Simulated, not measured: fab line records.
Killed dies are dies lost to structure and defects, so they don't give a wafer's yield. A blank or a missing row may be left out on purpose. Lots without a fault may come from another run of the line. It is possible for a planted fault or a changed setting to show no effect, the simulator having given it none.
Which tool is to blame? || flow gf180mcu || 18 wafers from 6 lots sampled at 4 of the route's 602 steps

WHAT THE GAUGES READ, wafer by wafer
GF_CONTACT_RS_MEAS_25: a four-point-probe measurement.
{"lot": "L239", "measured": "day 17 03:47", "on": "film_metro-01", "CONTACT_W_RS (ohm/sq)": "0.384 0.385 0.386"}
{"lot": "L243", "measured": "day 18 17:29", "on": "film_metro-01", "CONTACT_W_RS (ohm/sq)": "0.379 0.385 0.378"}
{"lot": "L246", "measured": "day 20 09:13", "on": "film_metro-01", "CONTACT_W_RS (ohm/sq)": "0.377 0.380 0.379"}
{"lot": "L249", "measured": "day 21 05:44", "on": "film_metro-01", "CONTACT_W_RS (ohm/sq)": "0.378 0.414 0.380 0.379 0.414 0.381"}
{"lot": "L257", "measured": "day 23 14:15", "on": "film_metro-03", "CONTACT_W_RS (ohm/sq)": "0.371 0.381 0.362"}
{"lot": "L259", "measured": "day 24 08:22", "on": "film_metro-02", "CONTACT_W_RS (ohm/sq)": "0.383 0.380 0.382"}

TOOL THAT RAN EACH LOT (tool first, then ch and the chambers of the sampled wafers, then the start)
{"lot": "L239", "GF_PSD_RTA_13": "rtp_anneal-01 ch 0, day 15 05:17", "GF_CONTACT_CVD_02": "pecvd-02 ch 0,2, day 16 04:13", "GF_CONTACT_CVD_24": "cvd_w-02 ch 0,1, day 17 03:40"}
{"lot": "L243", "GF_PSD_RTA_13": "rtp_anneal-02 ch 0, day 16 17:13", "GF_CONTACT_CVD_02": "pecvd-03 ch 0,1, day 17 16:43", "GF_CONTACT_CVD_24": "cvd_w-02 ch 0,1, day 18 17:23"}
{"lot": "L246", "GF_PSD_RTA_13": "rtp_anneal-01 ch 0, day 18 06:05", "GF_CONTACT_CVD_02": "pecvd-02 ch 0,1,2, day 19 07:17", "GF_CONTACT_CVD_24": "cvd_w-02 ch 0,1, day 20 09:05"}
{"lot": "L249", "GF_PSD_RTA_13": "rtp_anneal-01 ch 0, day 19 02:35", "GF_CONTACT_CVD_02": "pecvd-03 ch 1,2, day 20 03:59", "GF_CONTACT_CVD_24": "cvd_w-02 ch 0,1, day 21 05:38"}
{"lot": "L257", "GF_PSD_RTA_13": "rtp_anneal-01 ch 0, day 21 13:34", "GF_CONTACT_CVD_02": "pecvd-02 ch 0,1,2, day 22 14:23", "GF_CONTACT_CVD_24": "cvd_w-01 ch 0,1, day 23 14:09"}
{"lot": "L259", "GF_PSD_RTA_13": "rtp_anneal-01 ch 0, day 22 08:22", "GF_CONTACT_CVD_02": "pecvd-02 ch 0,2, day 23 08:30", "GF_CONTACT_CVD_24": "cvd_w-02 ch 0, day 24 08:14"}
- GF_PSD_RTA_13: time 20 s.
- GF_CONTACT_CVD_02: deposits SiO2 from TEOS, target thk 860 nm, time 95.992 s.
- GF_CONTACT_CVD_24: deposits W, target thk 300 nm, time 90.339 s.

THE ANSWER, worked out from the rows above alone
Rule: usual is defined by the lots themselves. Put in order of their means at a reading, lots are off if they are a third of the lots or fewer, leave a main group of 4 or more, and stand apart from it by a gap of 3 or more times the standard deviation of the main group's means; of several such gaps the widest counts. The tables above print the reading to a certain number of digits; a main group whose means all agree to those digits is not used. Also off: a lot with no number at a reading for which 4 or more lots have one. All remaining lots with rows at the step are treated as sound.
No lot is off at any reading shown: from this, nothing can be told.

WHAT THE SIMULATOR HAD PUT IN
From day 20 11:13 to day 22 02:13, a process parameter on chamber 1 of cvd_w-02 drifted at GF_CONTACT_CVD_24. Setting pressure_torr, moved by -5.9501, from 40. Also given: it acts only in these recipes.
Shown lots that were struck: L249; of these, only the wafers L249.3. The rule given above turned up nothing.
